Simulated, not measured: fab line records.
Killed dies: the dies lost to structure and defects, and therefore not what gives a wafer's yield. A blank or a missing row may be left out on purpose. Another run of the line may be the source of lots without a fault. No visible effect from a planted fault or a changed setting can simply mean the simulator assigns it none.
What tool caused it? + flow gf180mcu + 42 wafers from 14 lots sampled at 3 of the route's 602 steps

WHAT EACH GAUGE READ, for each wafer
GF_CONTACT_OVL_MEAS_15. Usual: CONTACT_OVL typically reads 2 nm, with standard deviation 5.8.
| lot  | measured     | on         | CONTACT_OVL (nm) | flag |
|------|--------------|------------|------------------|------|
| L170 | day 16 08:55 | overlay-02 | -5 -1 -6         |      |
| L172 | day 16 17:20 | overlay-01 | 2 4 10           |      |
| L173 | day 17 12:24 | overlay-01 | -2 3 2           |      |
| L174 | day 18 00:25 | overlay-02 | 8 11 10          |      |
| L178 | day 19 09:16 | overlay-02 | 9 13 8           |      |
| L180 | day 20 03:52 | overlay-01 | 8 2 10           |      |
| L181 | day 20 11:43 | overlay-02 | 7 9 9            |      |
| L182 | day 20 15:44 | overlay-02 | 3 1 -6           |      |
| L183 | day 21 00:52 | overlay-01 | -6 4 7           |      |
| L185 | day 21 17:13 | overlay-01 | 5 -6 7           |      |
| L187 | day 22 11:04 | overlay-01 | 0 8 -2           |      |
| L191 | day 23 11:06 | overlay-02 | 9 -1 5           |      |
| L192 | day 23 21:31 | overlay-01 | 3 4 8            |      |
| L193 | day 24 04:58 | overlay-02 | -10 -4 -6        |      |

GF_V1_THK_MEAS_25: measures by xrf. Usual: V1_W_THK typically reads 336 nm, with standard deviation 7.
| lot  | measured     | on            | V1_W_THK (nm) | flag |
|------|--------------|---------------|---------------|------|
| L170 | day 18 11:50 | film metro-04 | 326 334 325   |      |
| L172 | day 18 19:02 | film metro-04 | 334 322 329   |      |
| L173 | day 19 16:20 | film metro-03 | 339 344 336   |      |
| L174 | day 20 05:24 | film metro-04 | 340 330 332   |      |
| L178 | day 21 13:22 | film metro-01 | 337 337 349   |      |
| L180 | day 22 07:36 | film metro-04 | 330 336 327   |      |
| L181 | day 22 15:42 | film metro-03 | 340 339 334   |      |
| L182 | day 22 18:46 | film metro-03 | 348 340 351   |      |
| L183 | day 23 03:37 | film metro-03 | 337 347 346   |      |
| L185 | day 23 19:29 | film metro-04 | 344 325 341   |      |
| L187 | day 24 13:25 | film metro-04 | 330 327 330   |      |
| L191 | day 25 09:46 | film metro-03 | 345 340 339   |      |
| L192 | day 25 20:38 | film metro-03 | 334 338 333   |      |
| L193 | day 26 04:30 | film metro-04 | 349 338 337   |      |

WHICH TOOL RAN EACH LOT (tool, then ch and the chambers of the sampled wafers, then the start)
| lot  | GF_MVSD_EXPOSE_04                  |
|------|------------------------------------|
| L170 | iline stepper-02 ch 0, day 4 05:40 |
| L172 | iline stepper-02 ch 0, day 4 13:55 |
| L173 | iline stepper-02 ch 0, day 4 20:17 |
| L174 | iline stepper-02 ch 0, day 5 01:25 |
| L178 | iline stepper-02 ch 0, day 6 00:59 |
| L180 | iline stepper-02 ch 0, day 6 11:59 |
| L181 | iline stepper-01 ch 0, day 6 19:41 |
| L182 | iline stepper-01 ch 0, day 7 01:49 |
| L183 | iline stepper-01 ch 0, day 7 08:18 |
| L185 | iline stepper-01 ch 0, day 7 19:53 |
| L187 | iline stepper-01 ch 0, day 8 06:23 |
| L191 | iline stepper-02 ch 0, day 9 03:58 |
| L192 | iline stepper-02 ch 0, day 9 12:38 |
| L193 | iline stepper-01 ch 0, day 9 15:19 |
- GF_MVSD_EXPOSE_04: exposes mask MVSD, target cd 1000 nm.

WHAT THE TOOLS THEMSELVES READ (means of the sampled wafers that have a number; where no wafer has one, the mark that the record gives instead)
GF_MVSD_EXPOSE_04. Usual: exposure dose mJ cm2 260.05, standard deviation 0.25; focus offset nm 0.0 nm, standard deviation 0.56; stage vel mm s 499.93 mm/s, standard deviation 0.25.
| lot  | tool             | exposure dose mJ cm2 | focus offset nm (nm) | stage vel mm s (mm/s) | flag |
|------|------------------|----------------------|----------------------|-----------------------|------|
| L170 | iline stepper-02 | 260.06               | -0.1                 | 499.82                |      |
| L172 | iline stepper-02 | 260.14               | -0.3                 | 499.74                |      |
| L173 | iline stepper-02 | 259.84               | -0.0                 | 500.20                |      |
| L174 | iline stepper-02 | 259.96               | 0.6                  | 499.63                |      |
| L178 | iline stepper-02 | 259.68               | 0.3                  | 499.87                |      |
| L180 | iline stepper-02 | 260.01               | 0.0                  | 500.03                |      |
| L181 | iline stepper-01 | 260.31               | 0.1                  | 500.29                |      |
| L182 | iline stepper-01 | 259.75               | 0.1                  | 500.16                |      |
| L183 | iline stepper-01 | 260.03               | 0.7                  | 499.84                |      |
| L185 | iline stepper-01 | 259.99               | -0.5                 | 499.87                |      |
| L187 | iline stepper-01 | 260.18               | -0.3                 | 500.04                |      |
| L191 | iline stepper-02 | 254.48               | 0.1                  | 499.64                | OFF  |
| L192 | iline stepper-02 | 254.48               | -0.6                 | 499.97                | OFF  |
| L193 | iline stepper-01 | 260.29               | 0.5                  | 499.80                |      |

THE ANSWER, worked out from the rows above alone
Rule: a lot counts as off when the mean over its wafers that have a number is more than 3 standard deviations away from the usual mean. Also off: a lot with no number at a reading for which 4 or more lots have one. Any other lot the step has rows for is counted as sound. The gauges are gone through in route order, then the tools' own readings, and for those a lot's mean is taken as printed above. At the first step where some lot is off, the reading lying furthest off is the one used; lots without a number count as furthest.
Off: L191, L192 (GF_MVSD_EXPOSE_04, exposure dose mJ cm2).
A tool fits if, at that step or a process step before it, it ran every lot that is off, and no sound lot after the first of them. One fits: GF_MVSD_EXPOSE_04 on iline stepper-02. A fault onset in the window from L180 (day 6 11:59, its last sound lot) to L191 (day 9 03:58, its first lot off) fits.
On the lots that are off, the tool's own readings at GF_MVSD_EXPOSE_04 differ by more than 5 times the standard deviation of the sound lots' means, which bears it out; exposure dose mJ cm2 reads 254.48 there versus 260.02 on the sound lots.

WHAT THE SIMULATOR HAD INSERTED
Process parameter drift: iline stepper-02, from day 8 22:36 on, at GF_MVSD_EXPOSE_04. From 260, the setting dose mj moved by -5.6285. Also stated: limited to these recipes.
Lots struck among those shown: L191, L192. The rule given above showed the same thing.
